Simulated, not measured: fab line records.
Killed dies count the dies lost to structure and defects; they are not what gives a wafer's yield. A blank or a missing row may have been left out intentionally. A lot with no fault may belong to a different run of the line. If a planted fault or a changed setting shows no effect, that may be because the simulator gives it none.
fab line records -- flow sky130
[record] lots = 12, wafers = 36, last-day = 50
route steps=708 shown NWELL@79 LDD_HVP@288 CONTACT@410 METAL1@438
lots that met no fault: taken from a fault-free run of the same line
start-h: hours from the record's first day to the start of the lot's first wafer shown -- wait-h: hours since the lot's step before -- " same as the row above -- L1.1+2: a row that stands for several wafers -- - either no value or no given start -- * or withheld: withheld -- < > ~ a bound
route shown NAME@n: a module of which the file shows steps, and the number in the route of the first -- usual: mean and standard deviation over wafers with no fault -- same: alike in all rows -- chamber/n: place in a boat -- sites: per-site readings -- _std_site: how widely they spread, as a standard deviation -- _edge_site: mean of outer sites minus mean of inner sites -- radius-mm: how far each site lies from the wafer's centre -- mask NAME#n: copy n -- behind: tool/chamber where the wafer was last shaped -- hold: reason for holding the lot/hours on hold/outcome of the hold -- device: the transistor (n, p or np) that didn't switch -- end of line: the route-end tests of the same wafers -- step lacking rows: just its recipe -- killed: not the wafer's yield, but the dies lost to structure and defects at the first sort -- map: a wafer's dies, marking killed ones x, the rest . and places with no die _
set.NAME: the setting the step ran with; set.NAME@STEP: the setting that earlier step ran with -- model.NAME: the simulator's own value behind a step, which no gauge read
the route's steps for a sample of lots (tables are steps, rows are wafers)
services: from which hour (start-h, from the record's first day; less than 0 if before it) a tool's chamber was out of use, for how many hours, and why
[[steps]]
[step SKY_NWELL_TW_MEAS_26]
[usual] NWELL_2_TW = 493/4.9
lot.wafer,tool,chamber,start-h,wait-h,NWELL_2_TW
L535.1,film-metro-02,-,101.84,0.1,494
L535.3,film-metro-02,-,101.84,0.1,492
L535.5,film-metro-02,-,101.84,0.1,492
L538.2,film-metro-01,-,129.97,0.1,495
L538.3,film-metro-01,-,129.97,0.1,493
L538.4,film-metro-01,-,129.97,0.1,494
L539.1,film-metro-02,-,138.90,0.1,491
L539.3,film-metro-02,-,138.90,0.1,490
L539.5,film-metro-02,-,138.90,0.1,494
L541.3,film-metro-01,-,142.48,0.1,495
L541.4,film-metro-01,-,142.48,0.1,491
L541.6,film-metro-01,-,142.48,0.1,490
L542.2,film-metro-04,-,147.32,0.1,489
L542.3,film-metro-04,-,147.32,0.1,485
L542.5,film-metro-04,-,147.32,0.1,489
L543.1,film-metro-01,-,156.25,0.1,500
L543.3,film-metro-01,-,156.25,0.1,499
L543.4,film-metro-01,-,156.25,0.1,498
L553.2,film-metro-01,-,214.97,0.1,499
L553.4,film-metro-01,-,214.97,0.1,499
L553.5,film-metro-01,-,214.97,0.1,498
L552.3,film-metro-01,-,216.98,0.1,501
L552.5,film-metro-01,-,216.98,0.1,499
L552.6,film-metro-01,-,216.98,0.1,497
L554.1,film-metro-02,-,223.15,0.1,493
L554.4,film-metro-02,-,223.15,0.1,496
L554.5,film-metro-02,-,223.15,0.1,495
L556.2,film-metro-04,-,229.06,0.1,487
L556.3,film-metro-04,-,229.06,0.1,488
L556.5,film-metro-04,-,229.06,0.1,485
L557.1,film-metro-01,-,234.51,0.1,502
L557.3,film-metro-01,-,234.51,0.1,499
L557.5,film-metro-01,-,234.51,0.1,498
L558.1,film-metro-01,-,245.11,0.1,494
L558.2,film-metro-01,-,245.11,0.1,497
L558.6,film-metro-01,-,245.11,0.1,495
[step SKY_LDD_HVP_TW_MEAS_10]
[usual] LDD_HVP_TW = 455/3.4
lot.wafer,tool,chamber,start-h,wait-h,LDD_HVP_TW
L535.1,film-metro-02,-,499.95,0.1,457
L535.3,film-metro-02,-,499.95,0.1,457
L535.5,film-metro-02,-,499.95,0.1,459
L538.2,film-metro-04,-,530.23,0.1,455
L538.3,film-metro-04,-,530.23,0.1,453
L538.4,film-metro-04,-,530.23,0.1,451
L539.1,film-metro-04,-,544.07,0.1,452
L539.3,film-metro-04,-,544.07,0.1,454
L539.5,film-metro-04,-,544.07,0.1,451
L541.3,film-metro-04,-,544.39,0.1,452
L541.4,film-metro-04,-,544.39,0.1,452
L541.6,film-metro-04,-,544.39,0.1,452
L542.2,film-metro-04,-,550.37,0.1,451
L542.3,film-metro-04,-,550.37,0.1,452
L542.5,film-metro-04,-,550.37,0.1,449
L543.1,film-metro-02,-,568.31,0.1,455
L543.3,film-metro-02,-,568.31,0.1,454
L543.4,film-metro-02,-,568.31,0.1,457
L553.2,film-metro-04,-,651.47,0.1,449
L553.4,film-metro-04,-,651.47,0.1,450
L553.5,film-metro-04,-,651.47,0.1,449
L552.3,film-metro-04,-,655.43,0.1,450
L552.5,film-metro-04,-,655.43,0.1,451
L552.6,film-metro-04,-,655.43,0.1,449
L554.1,film-metro-02,-,658.91,0.1,460
L554.4,film-metro-02,-,658.91,0.1,461
L554.5,film-metro-02,-,658.91,0.1,459
L556.2,film-metro-03,-,665.81,0.1,457
L556.3,film-metro-03,-,665.81,0.1,459
L556.5,film-metro-03,-,665.81,0.1,458
L557.1,film-metro-02,-,668.31,0.1,457
L557.3,film-metro-02,-,668.31,0.1,459
L557.5,film-metro-02,-,668.31,0.1,458
L558.1,film-metro-02,-,684.61,0.1,453
L558.2,film-metro-02,-,684.61,0.1,454
L558.6,film-metro-02,-,684.61,0.1,453
[step SKY_CONTACT_CMP_04]
[recipe] material = SiO2, down-force-psi = 3.916, platen-rpm = 60, pad-velocity-m-s = 0.94248
[usual] motor-current-A = 11.8/0.98, time-to-endpoint-s = 88/4
lot.wafer,tool,chamber,start-h,wait-h,motor-current-A,time-to-endpoint-s
L535.3,cmp-01,3,710.40,0.0,12.6,92
L535.1,cmp-01,0,710.40,0.0,12.3,84
L535.5,cmp-01,0,710.40,0.0,12.3,85
L538.2,cmp-02,3,737.82,0.0,12.2,86
L538.3,cmp-02,0,737.82,0.0,13.2,88
L538.4,cmp-02,2,737.82,0.0,11.1,92
L539.3,cmp-02,0,750.60,0.0,13.5,87
L539.1,cmp-02,3,750.60,0.0,11.9,88
L539.5,cmp-02,1,750.60,0.0,11.9,94
L541.3,cmp-01,3,751.49,0.0,13.3,84
L541.4,cmp-01,1,751.49,0.0,10.5,82
L541.6,cmp-01,3,751.49,0.0,13.1,79
L542.2,cmp-02,2,767.57,0.1,11.5,86
L542.3,cmp-02,0,767.57,0.1,13.0,84
L542.5,cmp-02,1,767.57,0.1,12.0,91
L543.4,cmp-02,0,775.69,0.0,12.8,86
L543.3,cmp-02,2,775.69,0.0,11.1,86
L543.1,cmp-02,3,775.69,0.0,12.9,88
L553.2,cmp-01,0,848.65,0.0,12.1,92
L553.4,cmp-01,2,848.65,0.0,10.6,90
L553.5,cmp-01,1,848.65,0.0,10.4,95
L552.3,cmp-01,1,851.85,0.2,10.7,88
L552.6,cmp-01,2,851.85,0.2,10.7,89
L552.5,cmp-01,3,851.85,0.2,12.2,82
L554.1,cmp-01,3,853.37,0.1,12.8,94
L554.4,cmp-01,0,853.37,0.1,12.3,85
L554.5,cmp-01,1,853.37,0.1,10.7,95
L556.3,cmp-01,3,866.33,0.0,13.0,87
L556.2,cmp-01,0,866.33,0.0,11.7,81
L556.5,cmp-01,0,866.33,0.0,12.2,90
L557.3,cmp-02,2,866.90,0.1,10.9,95
L557.1,cmp-02,3,866.90,0.1,12.0,93
L557.5,cmp-02,1,866.90,0.1,11.5,93
L558.1,cmp-01,3,877.94,0.1,12.6,94
L558.2,cmp-01,0,877.94,0.1,11.1,84
L558.6,cmp-01,0,877.94,0.1,12.5,86
[step SKY_METAL1_SPUTTER_04]
[recipe] material = TiN, target-thk-nm = 70, power-w = 6500, time-s = 58.3, chamber-pressure-pa = 0.4
[usual] cathode-dc-power-W = 6500.0/1.2, chamber-pressure-pa = 0.3999/0.0008, throttle-valve-pct = 30.6/0.68
lot.wafer,tool,chamber,start-h,wait-h,cathode-dc-power-W,chamber-pressure-pa,throttle-valve-pct
L535.1,pvd-sputter-02,-,740.05,0.0,6498.8,0.4008,30.8
L535.3,pvd-sputter-02,-,740.05,0.0,6501.0,0.3997,28.9
L535.5,pvd-sputter-02,-,740.05,0.0,6502.5,0.4001,28.8
L538.2,pvd-sputter-03,-,767.11,0.0,6500.5,0.3987,30.8
L538.3,pvd-sputter-03,-,767.11,0.0,6497.8,0.3995,30.2
L538.4,pvd-sputter-03,-,767.11,0.0,6500.0,0.3991,30.8
L539.1,pvd-sputter-04,-,779.83,0.0,6499.6,0.3987,30.3
L539.3,pvd-sputter-04,-,779.83,0.0,6498.3,0.3998,30.5
L539.5,pvd-sputter-04,-,779.83,0.0,6499.6,0.3992,30.7
L541.3,pvd-sputter-03,-,780.55,0.0,6498.4,0.4006,30.6
L541.4,pvd-sputter-03,-,780.55,0.0,6499.7,0.3997,31.0
L541.6,pvd-sputter-03,-,780.55,0.0,6500.9,0.4002,30.6
L542.2,pvd-sputter-04,-,796.91,0.0,6499.5,0.4001,31.7
L542.3,pvd-sputter-04,-,796.91,0.0,6499.0,0.3994,30.5
L542.5,pvd-sputter-04,-,796.91,0.0,6499.7,0.3994,30.2
L543.1,pvd-sputter-03,-,804.29,0.0,6500.9,0.3999,30.2
L543.3,pvd-sputter-03,-,804.29,0.0,6500.8,0.3996,30.9
L543.4,pvd-sputter-03,-,804.29,0.0,6499.8,0.3992,31.0
L553.2,pvd-sputter-02,-,876.98,0.0,-,-,-
L553.4,pvd-sputter-02,-,876.98,0.0,-,-,-
L553.5,pvd-sputter-02,-,876.98,0.0,-,-,-
L552.3,pvd-sputter-04,-,879.71,0.0,-,-,-
L552.5,pvd-sputter-04,-,879.71,0.0,-,-,-
L552.6,pvd-sputter-04,-,879.71,0.0,-,-,-
L554.1,pvd-sputter-03,-,881.36,0.0,6498.2,0.3992,31.1
L554.4,pvd-sputter-03,-,881.36,0.0,6498.1,0.4005,30.8
L554.5,pvd-sputter-03,-,881.36,0.0,6498.2,0.4006,31.1
L556.2,pvd-sputter-02,-,894.19,0.0,6500.9,0.4000,30.4
L556.3,pvd-sputter-02,-,894.19,0.0,6499.8,0.4005,29.0
L556.5,pvd-sputter-02,-,894.19,0.0,6499.4,0.4008,30.3
L557.1,pvd-sputter-04,-,895.15,0.0,6502.5,0.3997,31.7
L557.3,pvd-sputter-04,-,895.15,0.0,6499.6,0.3981,30.4
L557.5,pvd-sputter-04,-,895.15,0.0,6500.3,0.3980,31.1
L558.1,pvd-sputter-02,-,905.45,0.0,6499.5,0.4003,31.2
L558.2,pvd-sputter-02,-,905.45,0.0,6498.7,0.3997,30.5
L558.6,pvd-sputter-02,-,905.45,0.0,6500.2,0.3993,30.4
[step SKY_METAL1_THK_MEAS_06]
[recipe] thk-meas-gauge = xrf, reads = AlCu_of_METAL1_SPUTTER_02
[usual] METAL1_ALCU_THK = 251.2/2.2
lot.wafer,tool,chamber,start-h,wait-h,METAL1_ALCU_THK[nm]
L535.1,film-metro-02,-,740.22,0.1,255.9
L535.3,film-metro-02,-,740.22,0.1,250.5
L535.5,film-metro-02,-,740.22,0.1,251.9
L538.2,film-metro-04,-,767.36,0.1,250.6
L538.3,film-metro-04,-,767.36,0.1,252.3
L538.4,film-metro-04,-,767.36,0.1,249.3
L539.1,film-metro-04,-,780.00,0.1,252.4
L539.3,film-metro-04,-,780.00,0.1,253.9
L539.5,film-metro-04,-,780.00,0.1,253.6
L541.3,film-metro-02,-,780.74,0.1,253.1
L541.4,film-metro-02,-,780.74,0.1,254.4
L541.6,film-metro-02,-,780.74,0.1,252.2
L542.2,film-metro-01,-,797.09,0.1,252.9
L542.3,film-metro-01,-,797.09,0.1,253.6
L542.5,film-metro-01,-,797.09,0.1,251.1
L543.1,film-metro-04,-,804.46,0.1,252.1
L543.3,film-metro-04,-,804.46,0.1,253.4
L543.4,film-metro-04,-,804.46,0.1,252.2
L553.2,film-metro-02,-,877.16,0.1,289.5
L553.4,film-metro-02,-,877.16,0.1,289.9
L553.5,film-metro-02,-,877.16,0.1,294.2
L552.3,film-metro-04,-,879.90,0.1,287.2
L552.5,film-metro-04,-,879.90,0.1,284.1
L552.6,film-metro-04,-,879.90,0.1,286.4
L554.1,film-metro-04,-,881.53,0.1,249.1
L554.4,film-metro-04,-,881.53,0.1,247.9
L554.5,film-metro-04,-,881.53,0.1,250.8
L556.2,film-metro-04,-,894.36,0.1,251.8
L556.3,film-metro-04,-,894.36,0.1,249.2
L556.5,film-metro-04,-,894.36,0.1,252.3
L557.1,film-metro-04,-,895.32,0.1,247.7
L557.3,film-metro-04,-,895.32,0.1,247.1
L557.5,film-metro-04,-,895.32,0.1,249.7
L558.1,film-metro-02,-,905.62,0.1,248.3
L558.2,film-metro-02,-,905.62,0.1,251.4
L558.6,film-metro-02,-,905.62,0.1,252.8
[[services]]
tool,chamber,start-h,hours,kind
pvd-sputter-04,-,690.77,1.3,repair
cmp-01,-,699.01,2.6,repair
pvd-sputter-04,2,707.06,-,consumable-replace:kit
pvd-sputter-04,2,707.06,18.0,scheduled-down
pvd-sputter-04,2,707.06,18.0,vent-cycle
pvd-sputter-02,-,708.46,0.9,repair
cmp-01,-,744.33,4.0,pm
cmp-01,-,748.33,-,consumable-replace:conditioner
cmp-01,-,748.33,-,consumable-replace:pad
pvd-sputter-02,3,749.82,-,consumable-replace:kit
pvd-sputter-02,3,749.82,18.0,scheduled-down
pvd-sputter-02,3,749.82,18.0,vent-cycle
pvd-sputter-02,-,781.04,8.3,repair
cmp-01,-,783.61,0.6,repair
cmp-01,-,785.66,4.0,pm
cmp-01,-,794.37,18.9,pm
pvd-sputter-03,0,794.59,-,consumable-replace:kit
pvd-sputter-03,0,794.59,18.0,scheduled-down
cmp-02,-,797.39,0.8,repair
cmp-02,-,843.65,5.6,pm
pvd-sputter-02,-,848.31,1.7,repair
cmp-02,-,878.31,2.4,repair
cmp-02,-,889.56,1.7,repair
cmp-01,-,897.71,6.7,pm
[[key]]
[first-sign] step = SKY_METAL1_SPUTTER_04, reading = tool-record, direction = missing
[effect] step = SKY_METAL1_THK_MEAS_06, reading = METAL1_ALCU_THK, direction = up, sigmas = 17, usual = 251.2, struck = 288.5
met-at SKY_METAL1_SPUTTER_04
struck-lots L552,L553
not-acting-at SKY_NWELL_TW_MEAS_26,SKY_LDD_HVP_TW_MEAS_10,SKY_CONTACT_CMP_04
onset-between 796.91 876.98
[fault] kind = skipped-step-whole, tool = pvd-sputter-02,pvd-sputter-04, chamber = -, onset-h = 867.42, steps = SKY_METAL1_SPUTTER_04, scope = struck-lots-only
